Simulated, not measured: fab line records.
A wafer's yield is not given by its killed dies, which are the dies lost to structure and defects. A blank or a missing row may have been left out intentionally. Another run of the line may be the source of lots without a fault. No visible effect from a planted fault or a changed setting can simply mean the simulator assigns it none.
Comparing a struck lot with a sound one    flow sky130    14 out of 708 route steps
Sound: these wafers, L706.1, L706.2, L706.4. Wafers struck: L699.2, L699.4, L699.5. The cause is named last.
At each step with rows: each side's tool, then ch and its chambers, then its first start. Under that, the readings that differ: sound wafers    struck wafers    difference of the means    sigmas: that difference in standard deviations of wafers without a fault.
alike: readings with means less than 2 such deviations apart, plus words and numbers identical on both sides. not compared: withheld readings, readings lacking a value on some wafer, bounds such as >300 that could conceal the same value, and numbers that have no deviation in the record and whose values overlap.
A row with sigmas, a row that says differs or no value, or rows on one side alone: a step with any of these is where the two part. When numbers do not overlap yet have no deviation, they are printed without sigmas and do not part them. A reading missing from all wafers of one side parts the sides only when that side holds two or more wafers.

SKY_SONOS_TUNNEL_TW_MEAS_12:
  sound on film metro-04 at day 17 09:43; struck on film metro-01 at day 14 22:31
reading          sound              struck             difference  sigmas
SONOS_TUNNEL_TW  199.1 198.8 199.8  193.0 192.7 193.6  -6.1        -3
then, 2 steps without rows for these wafers: SKY_SONOS_TUNNEL_CLEAN_13 (cleans in dHF, time 20 s); SKY_SONOS_ONO_OXIDATION_00 (stabilise 600 s, purge 300 s, target thk 2.6 nm).
SKY_SONOS_ONO_THK_MEAS_01:
  sound on film metro-01 at day 17 11:08; struck on film metro-01 at day 14 23:56
reading                       sound           struck          difference  sigmas
SONOS_ONO_OXIDATION_THK (nm)  2.80 2.71 2.68  2.65 2.55 2.57  -0.14       -2
then, 1 step without rows for these wafers: SKY_SONOS_ONO_CVD_02 (deposits Si3N4 from DCS/NH3, target thk 10.5 nm, time 180 s).
SKY_SONOS_ONO_THK_MEAS_03:
  sound on film metro-04 at day 17 12:47; struck on film metro-01 at day 15 01:29
  alike: SONOS_ONO_CVD_02_THK
then, 1 step without rows for these wafers: SKY_SONOS_ONO_CVD_04 (deposits SiO2 from SiH4/N2O, target thk 5.7199 nm).
SKY_SONOS_ONO_THK_MEAS_05:
  sound on film metro-01 at day 17 14:06; struck on film metro-02 at day 15 02:48
reading                    sound           struck          difference  sigmas
SONOS_ONO_CVD_04_THK (nm)  5.70 5.63 5.67  5.82 5.96 5.94  +0.24       +2
then, 4 steps without rows for these wafers: SKY_SONOS_ONO_DEHYDRATE_06 (time 60 s); SKY_SONOS_ONO_HMDS_07 (prime time 60 s); SKY_SONOS_ONO_COAT_08 (resist thk 1140 nm); SKY_SONOS_ONO_SOFTBAKE_09 (time 60 s).
SKY_SONOS_ONO_EXPOSE_10: exposes mask ONOM, target cd 410 nm.
  sound on iline stepper-01 ch 0, day 18 04:52; struck on iline stepper-01, day 15 16:41
  no value came back on the struck wafers for exposure dose mJ cm2, focus offset nm (nm); on the sound wafers exposure dose mJ cm2 reads 150.24 150.20 150.15
  alike: mask
after that, 1 step had no rows for these wafers: SKY_SONOS_ONO_PEB_11.

== WHERE THEY PART ==
At SKY_SONOS_TUNNEL_TW_MEAS_12 first; at SKY_SONOS_ONO_EXPOSE_10 last (within this record only).

WHY: the cause the simulator had injected
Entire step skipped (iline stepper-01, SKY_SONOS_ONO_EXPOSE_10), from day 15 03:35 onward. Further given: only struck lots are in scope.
